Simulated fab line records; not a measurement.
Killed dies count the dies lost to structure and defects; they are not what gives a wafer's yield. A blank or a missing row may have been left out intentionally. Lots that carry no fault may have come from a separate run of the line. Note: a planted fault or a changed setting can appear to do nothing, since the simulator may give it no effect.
A struck lot beside a sound one    flow sky130    20 steps out of a route of 708
Sound: the wafers L597.1, L597.2, L597.4. The struck wafers were L584.1, L584.4, L584.5. The cause is named last.
For every step that has rows: the tool of each side, followed by ch and its chambers, followed by its first start. Under that, the readings that differ: sound wafers    struck wafers    difference of the means    sigmas: that difference in standard deviations of wafers without a fault.
alike: readings whose means differ by less than 2 such deviations, and words and numbers that are the same on both sides. not compared: withheld readings, readings that some wafer has no value for, bounds like >300 that may hide the same value, and numbers for which the record gives no deviation and whose values overlap.
The two part at a step that has a row with sigmas, a row that says differs or no value, or rows on one side only. When numbers do not overlap yet have no deviation, they are printed without sigmas and do not part them. Lack of a reading on every wafer of one side parts them only where that side has two or more wafers.

first, 4 steps without rows for these wafers: SKY_NWELL_SOFTBAKE_06; SKY_NWELL_EXPOSE_07 (exposes mask NWM, target cd 840 nm); SKY_NWELL_PEB_08; SKY_NWELL_DEVELOP_09 (develop time 62.75 s).
SKY_NWELL_OVL_MEAS_10:
  sound: overlay-02 at day 8 18:42; struck: overlay-02 at day 5 18:05
  alike: NWELL_00_OVL
then, 3 steps without rows for these wafers: SKY_NWELL_IMPLANT_11; SKY_NWELL_IMPLANT_12; SKY_NWELL_IMPLANT_13.
SKY_NWELL_STRIP_14: strips in O2/N2.
  sound on plasma-asher-01 ch 0,1, day 8 19:11; struck on plasma-asher-01 ch 0,1, day 5 18:34
reading                sound              struck             difference  sigmas
oes-product-au (a.u.)  0.725 0.724 0.732  0.711 0.716 0.722  -0.011      -2
  alike: drypump-motor-current-A, strip-time-to-endpoint-s
  not compared: rf-hours-counter-h
SKY_NWELL_TW_MEAS_15:
  sound: film-metro-02 at day 8 19:17; struck: film-metro-01 at day 5 18:40
  alike: NWELL_TW
then, 2 steps without rows for these wafers: SKY_NWELL_DEHYDRATE_16 (time 60 s); SKY_NWELL_HMDS_17 (prime time 60 s).
SKY_NWELL_COAT_18: resist thk 3000 nm.
  struck on litho-track-04, day 6 04:24; sound on litho-track-04 ch 0, day 9 05:48
  no value came back on the struck wafers for chill-plate-temp-C (C), dispense-pressure-kPa (kPa), resist-line-temp-C (C), spin-speed-rpm (rpm); on the sound wafers chill-plate-temp-C (C) reads 22.98 23.15 22.96
then, 4 steps without rows for these wafers: SKY_NWELL_SOFTBAKE_19; SKY_NWELL_EXPOSE_20 (exposes mask NWM COMPLEMENT, target cd 840 nm); SKY_NWELL_PEB_21; SKY_NWELL_DEVELOP_22 (develop time 60 s).
SKY_NWELL_OVL_MEAS_23:
  sound: overlay-01 at day 9 17:39; struck: overlay-02 at day 6 13:39
reading            sound           struck  difference                     sigmas
NWELL_01_OVL (nm)  -2.0 -3.2 -3.5  - - -   no value on the struck wafers  
after that, 1 step had no rows for these wafers: SKY_NWELL_IMPLANT_24.
-- the record jumps here: 41 days lie between the struck wafers' starts before and after (it left off in module NWELL and takes up again in module PAD_OPEN, whose first step shown is number 708 of the route) --
SKY_PAD_OPEN_PROBE_99:
  sound: prober-01 at day 50 14:49; struck: prober-02 at day 47 23:48
reading              sound      struck       difference  sigmas
killed-at-front-end  6 18 9     428 409 399  +401        +84
killed-dies          91 101 77  492 492 492  +402        +37
killed-on-rim        18 17 9    96 96 96     +81         +23
  alike: killed_at_M0_to_M3, killed_at_M4_up, killed-at-contacts, killed-at-other, killed-open, killed-short

## WHERE THEY PART
First at SKY_NWELL_STRIP_14; last, within this record, at SKY_PAD_OPEN_PROBE_99.

WHY: whatever the simulator had introduced
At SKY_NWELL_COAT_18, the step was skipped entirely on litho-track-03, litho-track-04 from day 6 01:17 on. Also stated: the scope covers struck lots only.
